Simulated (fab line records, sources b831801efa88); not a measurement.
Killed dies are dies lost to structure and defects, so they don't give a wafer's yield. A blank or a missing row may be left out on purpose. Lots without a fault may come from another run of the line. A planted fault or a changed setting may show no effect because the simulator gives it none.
Which tool did it? | flow sky130 | 10 lots, 30 wafers sampled, at 1 step of a route of 708

WHAT THE GAUGES READ, wafer by wafer
SKY_NWELL_OVL_MEAS_10.
lot  | measured     | on         | NWELL_00_OVL (nm)
L699 | day 4 19:21  | overlay-01 | 3.9 0.9 4.0
L700 | day 4 20:34  | overlay-02 | 3.0 3.0 2.7
L701 | day 5 00:37  | overlay-02 | 1.5 2.0 2.6
L702 | day 5 08:01  | overlay-01 | 3.5 2.9 -0.2
L703 | day 5 13:01  | overlay-01 | 1.9 1.8 2.3
L710 | day 7 04:55  | overlay-02 | 2.4 3.7 2.4
L712 | day 7 18:30  | overlay-02 | 1.5 -1.8 -0.5
L720 | day 9 14:40  | overlay-02 | 3.6 2.2 -0.9
L721 | day 9 21:10  | overlay-01 | 1.9 0.7 -0.2
L722 | day 10 03:55 | overlay-01 | 0.4 0.4 0.5

WHICH TOOL RAN EACH LOT (tool, then ch and the chambers of the sampled wafers, then the start)
The record holds no process step before these readings.

THE ANSWER, worked out from the rows above alone
Rule: what is usual is taken from the lots themselves. Put in order of their means at a reading, lots are off if they are a third of the lots or fewer, leave a main group of 4 or more, and stand apart from it by a gap of 3 or more times the standard deviation of the main group's means; of several such gaps the widest counts. A main group whose means are all the same, to the digits that the tables above print for the reading, isn't used. A lot without any number at a reading at which 4 lots or more have one is off too. The other lots that the step has rows for count as sound.
No lot is off at any reading shown: from this, nothing can be told.

WHAT THE SIMULATOR HAD PUT IN
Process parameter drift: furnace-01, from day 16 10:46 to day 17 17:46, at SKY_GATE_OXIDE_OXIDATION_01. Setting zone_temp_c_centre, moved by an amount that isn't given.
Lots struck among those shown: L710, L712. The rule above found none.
